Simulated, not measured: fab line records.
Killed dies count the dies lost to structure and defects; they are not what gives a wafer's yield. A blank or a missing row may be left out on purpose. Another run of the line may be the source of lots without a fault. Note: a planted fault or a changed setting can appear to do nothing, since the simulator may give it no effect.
Which tool was responsible? / flow gf180mcu / 14 lots with 41 wafers sampled at 3 steps, on a route of 602 steps

== WHAT THE GAUGES SHOWED, per wafer ==
GF_V5_RS_MEAS_24: the measuring method here is four-point-probe. Usual: V5_W_RS 0.326 ohm/sq, standard deviation 0.0045.
lot=L176; measured=day 27 10:12; on=film_metro-01; V5_W_RS (ohm/sq)=0.329 0.330 0.330; flag=
lot=L177; measured=day 27 17:59; on=film_metro-02; V5_W_RS (ohm/sq)=0.331 0.327 0.325; flag=
lot=L178; measured=day 27 23:23; on=film_metro-03; V5_W_RS (ohm/sq)=0.327 0.330 0.329; flag=
lot=L180; measured=day 28 23:34; on=film_metro-03; V5_W_RS (ohm/sq)=0.321 0.326 0.327; flag=
lot=L181; measured=day 29 07:13; on=film_metro-01; V5_W_RS (ohm/sq)=0.328 0.334 0.330; flag=
lot=L184; measured=day 30 00:13; on=film_metro-02; V5_W_RS (ohm/sq)=0.324 0.325 0.324; flag=
lot=L186; measured=day 30 18:07; on=film_metro-01; V5_W_RS (ohm/sq)=0.321 0.321 0.323; flag=
lot=L187; measured=day 30 22:05; on=film_metro-01; V5_W_RS (ohm/sq)=0.322 0.323 0.322; flag=
lot=L188; measured=day 31 03:27; on=film_metro-03; V5_W_RS (ohm/sq)=0.325 0.326 0.327; flag=
lot=L190; measured=day 31 19:23; on=film_metro-02; V5_W_RS (ohm/sq)=0.333 0.335 0.333; flag=
lot=L192; measured=day 31 23:55; on=film_metro-03; V5_W_RS (ohm/sq)=0.320 0.324 0.319; flag=
lot=L194; measured=day 32 17:37; on=film_metro-02; V5_W_RS (ohm/sq)=0.324 0.321 0.323; flag=
lot=L195; measured=day 32 20:35; on=film_metro-01; V5_W_RS (ohm/sq)=0.327 0.317; flag=
lot=L197; measured=day 33 11:32; on=film_metro-01; V5_W_RS (ohm/sq)=0.335 0.332 0.331; flag=

GF_PASSIVATION_THK_MEAS_03. Usual: PASSIVATION_CVD_02_THK 701 nm, standard deviation 9.3.
lot=L176; measured=day 28 08:19; on=film_metro-03; PASSIVATION_CVD_02_THK (nm)=694 683 701; flag=
lot=L177; measured=day 28 15:57; on=film_metro-03; PASSIVATION_CVD_02_THK (nm)=693 698 699; flag=
lot=L178; measured=day 28 20:25; on=film_metro-02; PASSIVATION_CVD_02_THK (nm)=696 702 697; flag=
lot=L180; measured=day 29 20:14; on=film_metro-03; PASSIVATION_CVD_02_THK (nm)=692 690 700; flag=
lot=L181; measured=day 30 03:44; on=film_metro-04; PASSIVATION_CVD_02_THK (nm)=676 687 694; flag=
lot=L184; measured=day 30 20:09; on=film_metro-02; PASSIVATION_CVD_02_THK (nm)=696 698 700; flag=
lot=L186; measured=day 31 13:03; on=film_metro-04; PASSIVATION_CVD_02_THK (nm)=695 697 713; flag=
lot=L187; measured=day 31 17:28; on=film_metro-02; PASSIVATION_CVD_02_THK (nm)=690 710 700; flag=
lot=L188; measured=day 31 22:44; on=film_metro-02; PASSIVATION_CVD_02_THK (nm)=695 712 712; flag=
lot=L190; measured=day 32 13:33; on=film_metro-04; PASSIVATION_CVD_02_THK (nm)=693 713 705; flag=
lot=L192; measured=day 32 18:50; on=film_metro-04; PASSIVATION_CVD_02_THK (nm)=698 705 706; flag=
lot=L194; measured=day 33 11:23; on=film_metro-04; PASSIVATION_CVD_02_THK (nm)=689 685 699; flag=
lot=L195; measured=day 33 14:06; on=film_metro-04; PASSIVATION_CVD_02_THK (nm)=708 723; flag=
lot=L197; measured=day 34 04:46; on=film_metro-04; PASSIVATION_CVD_02_THK (nm)=692 684 697; flag=

== TOOL THAT RAN EACH LOT (tool first, then ch and the chambers of the sampled wafers, then the start) ==
lot=L176; GF_TOP_METAL_METAL_ETCH_16=rie_metal-02 ch 0,1, day 28 07:03
lot=L177; GF_TOP_METAL_METAL_ETCH_16=rie_metal-03 ch 0, day 28 14:48
lot=L178; GF_TOP_METAL_METAL_ETCH_16=rie_metal-02 ch 0,1, day 28 19:11
lot=L180; GF_TOP_METAL_METAL_ETCH_16=rie_metal-02 ch 0,1, day 29 19:03
lot=L181; GF_TOP_METAL_METAL_ETCH_16=rie_metal-02 ch 0,1, day 30 02:33
lot=L184; GF_TOP_METAL_METAL_ETCH_16=rie_metal-03 ch 0,1, day 30 19:00
lot=L186; GF_TOP_METAL_METAL_ETCH_16=rie_metal-03 ch 0,1, day 31 11:53
lot=L187; GF_TOP_METAL_METAL_ETCH_16=rie_metal-03 ch 0,1, day 31 16:05
lot=L188; GF_TOP_METAL_METAL_ETCH_16=rie_metal-02 ch 0,1, day 31 21:32
lot=L190; GF_TOP_METAL_METAL_ETCH_16=rie_metal-02 ch 0,1, day 32 12:23
lot=L192; GF_TOP_METAL_METAL_ETCH_16=rie_metal-02 ch 1, day 32 17:21
lot=L194; GF_TOP_METAL_METAL_ETCH_16=rie_metal-03 ch 0,1, day 33 10:11
lot=L195; GF_TOP_METAL_METAL_ETCH_16=rie_metal-02 ch 0, day 33 12:56
lot=L197; GF_TOP_METAL_METAL_ETCH_16=rie_metal-02 ch 0,1, day 34 03:35
- GF_TOP_METAL_METAL_ETCH_16: etches the open film in Cl2/BCl3, stops on SiO2, target depth 1197 nm, time 199.5 s.

== WHAT THE TOOLS THEMSELVES READ (means of the sampled wafers that have a number; where no wafer has one, the mark that the record gives instead) ==
GF_TOP_METAL_METAL_ETCH_16. Usual: bias_w 140.0 W, standard deviation 0.45; drypump_motor_current_A 5.5 A, standard deviation 0.58; oes_product_au 0.990 a.u., standard deviation 0.0049; throttle_valve_pct 28.230 %, standard deviation 0.0096.
lot=L176; tool=rie_metal-02; bias_w (W)=140.1; drypump_motor_current_A (A)=5.6; oes_product_au (a.u.)=0.992; throttle_valve_pct (%)=28.224; flag=
lot=L177; tool=rie_metal-03; bias_w (W)=139.8; drypump_motor_current_A (A)=6.2; oes_product_au (a.u.)=0.991; throttle_valve_pct (%)=28.213; flag=
lot=L178; tool=rie_metal-02; bias_w (W)=139.4; drypump_motor_current_A (A)=5.2; oes_product_au (a.u.)=0.997; throttle_valve_pct (%)=28.222; flag=
lot=L180; tool=rie_metal-02; bias_w (W)=139.9; drypump_motor_current_A (A)=5.6; oes_product_au (a.u.)=0.988; throttle_valve_pct (%)=28.236; flag=
lot=L181; tool=rie_metal-02; bias_w (W)=140.0; drypump_motor_current_A (A)=5.6; oes_product_au (a.u.)=0.988; throttle_valve_pct (%)=28.229; flag=
lot=L184; tool=rie_metal-03; bias_w (W)=140.1; drypump_motor_current_A (A)=6.2; oes_product_au (a.u.)=0.993; throttle_valve_pct (%)=28.237; flag=
lot=L186; tool=rie_metal-03; bias_w (W)=139.9; drypump_motor_current_A (A)=6.1; oes_product_au (a.u.)=0.993; throttle_valve_pct (%)=28.230; flag=
lot=L187; tool=rie_metal-03; bias_w (W)=140.3; drypump_motor_current_A (A)=6.2; oes_product_au (a.u.)=0.987; throttle_valve_pct (%)=28.224; flag=
lot=L188; tool=rie_metal-02; bias_w (W)=139.9; drypump_motor_current_A (A)=5.6; oes_product_au (a.u.)=0.986; throttle_valve_pct (%)=28.239; flag=
lot=L190; tool=rie_metal-02; bias_w (W)=140.0; drypump_motor_current_A (A)=5.2; oes_product_au (a.u.)=0.991; throttle_valve_pct (%)=28.225; flag=
lot=L192; tool=rie_metal-02; bias_w (W)=140.1; drypump_motor_current_A (A)=6.0; oes_product_au (a.u.)=0.989; throttle_valve_pct (%)=28.240; flag=
lot=L194; tool=rie_metal-03; bias_w (W)=140.0; drypump_motor_current_A (A)=6.2; oes_product_au (a.u.)=0.987; throttle_valve_pct (%)=28.235; flag=
lot=L195; tool=rie_metal-02; bias_w (W)=139.9; drypump_motor_current_A (A)=4.8; oes_product_au (a.u.)=0.986; throttle_valve_pct (%)=28.235; flag=
lot=L197; tool=rie_metal-02; bias_w (W)=140.0; drypump_motor_current_A (A)=5.2; oes_product_au (a.u.)=0.996; throttle_valve_pct (%)=28.237; flag=

== THE ANSWER, worked out from the rows above alone ==
Rule: a lot counts as off when the mean over its wafers that have a number is more than 3 standard deviations away from the usual mean. A lot without any number at a reading at which 4 lots or more have one is off too. The other lots that the step has rows for count as sound. First the gauges in route order, then the tools' own readings, where a lot's mean is used as printed above. At the first step where some lot is off, the reading lying furthest off is the one used; lots without a number count as furthest.
None of the lots is off at any reading shown; this tells nothing.

== WHAT WAS PUT IN BY THE SIMULATOR ==
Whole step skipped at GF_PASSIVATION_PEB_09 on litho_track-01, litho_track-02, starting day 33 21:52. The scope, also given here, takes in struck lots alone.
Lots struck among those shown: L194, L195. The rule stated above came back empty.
